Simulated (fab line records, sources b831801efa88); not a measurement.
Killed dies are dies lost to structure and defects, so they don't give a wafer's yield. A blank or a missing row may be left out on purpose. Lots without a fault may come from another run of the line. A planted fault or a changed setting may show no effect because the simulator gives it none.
Chamber matching | flow sky130 | SKY_CONTACT_CVD_00 on pecvd-04: 3 sister chambers
The step deposits Si3N4, target thk 75 nm. 6 wafers are shown with their chamber, then 9 later ones without.

WAFERS WITH THEIR CHAMBER
wafer  | chamber | heater_power_outer_w (W) | heater_power_w (W)
L083.5 | 2       | 436                      | 706
L088.1 | 1       | 463                      | 820
L088.3 | 2       | 523                      | 822
L091.2 | 1       | 486                      | 855
L091.3 | 0       | 478                      | 822
L091.6 | 0       | 474                      | 822

WAFERS WITHOUT THEIR CHAMBER
wafer  | heater_power_outer_w (W) | heater_power_w (W)
L093.2 | 518                      | 843
L093.5 | 539                      | 837
L093.6 | 448                      | 819
L095.1 | 432                      | 772
L095.2 | 504                      | 819
L095.5 | 474                      | 847
L096.2 | 443                      | 740
L096.4 | 516                      | 893
L096.5 | 478                      | 849

WHICH CHAMBER EACH WENT THROUGH
wafer  | from the rows above          | in truth
L093.2 | can't be placed: 1 or 0 or 2 | 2
L093.5 | can't be placed: 0 or 1 or 2 | 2
L093.6 | can't be placed: 0 or 1 or 2 | 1
L095.1 | can't be placed: 2 or 0 or 1 | 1
L095.2 | can't be placed: 0 or 1 or 2 | 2
L095.5 | can't be placed: 1 or 0 or 2 | 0
L096.2 | can't be placed: 2 or 0 or 1 | 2
L096.4 | can't be placed: 1 or 0 or 2 | 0
L096.5 | can't be placed: 1 or 0 or 2 | 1
Placed correctly: 0 of 9. Can't be placed from these rows: 9 (the true chamber is among the candidates in 9). Placed wrongly: 0.
How it was worked out, from the rows above alone: a wafer's distance from a chamber is the root of the sum, over the readings, of the square of ((its reading less the chamber's mean) divided by the reading's scatter). The wafer belongs to the nearest chamber; if the next one is less than 2 further off, it can't be placed. A chamber's mean is the mean of its shown wafers. The scatter: the root of (the sum of the squares of (reading less its chamber's mean) over the shown wafers, divided by (wafers less chambers)).
